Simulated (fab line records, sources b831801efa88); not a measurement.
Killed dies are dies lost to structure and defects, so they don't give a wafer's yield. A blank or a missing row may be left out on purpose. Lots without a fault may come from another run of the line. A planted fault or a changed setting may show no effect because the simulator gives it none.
Chamber matching | flow gf180mcu | GF_V2_CVD_02 on pecvd-02: 3 sister chambers
The step deposits SiO2 from TEOS, target thk 850 nm, time 94.851 s. 3 wafers are shown with their chamber, then 7 later ones without.

WAFERS WITH THEIR CHAMBER
wafer  | chamber | heater_power_w (W)
L086.5 | 1       | 675
L092.1 | 2       | 748
L092.2 | 0       | 556

WAFERS WITHOUT THEIR CHAMBER
wafer  | heater_power_w (W)
L092.4 | 579
L093.3 | 777
L093.4 | 462
L093.6 | 686
L095.2 | 815
L095.4 | 717
L095.6 | 461

WHICH CHAMBER EACH WENT THROUGH
wafer  | from the rows above          | in truth
L092.4 | can't be placed: 0 or 1      | 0
L093.3 | can't be placed: 2 or 1      | 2
L093.4 | can't be placed: 0 or 1      | 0
L093.6 | can't be placed: 1 or 2 or 0 | 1
L095.2 | can't be placed: 2 or 1      | 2
L095.4 | can't be placed: 2 or 1      | 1
L095.6 | can't be placed: 0 or 1      | 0
Placed correctly: 0 of 7. Can't be placed from these rows: 7 (the true chamber is among the candidates in 7). Placed wrongly: 0.
How it was worked out, from the rows above alone: a wafer's distance from a chamber is the root of the sum, over the readings, of the square of ((its reading less the chamber's mean) divided by the reading's scatter). The wafer belongs to the nearest chamber; if the next one is less than 2 further off, it can't be placed. A chamber's mean is the mean of its shown wafers. The scatter: with one shown wafer a chamber, the root of the mean of the squares of how far each hidden wafer lies from its nearest shown one.
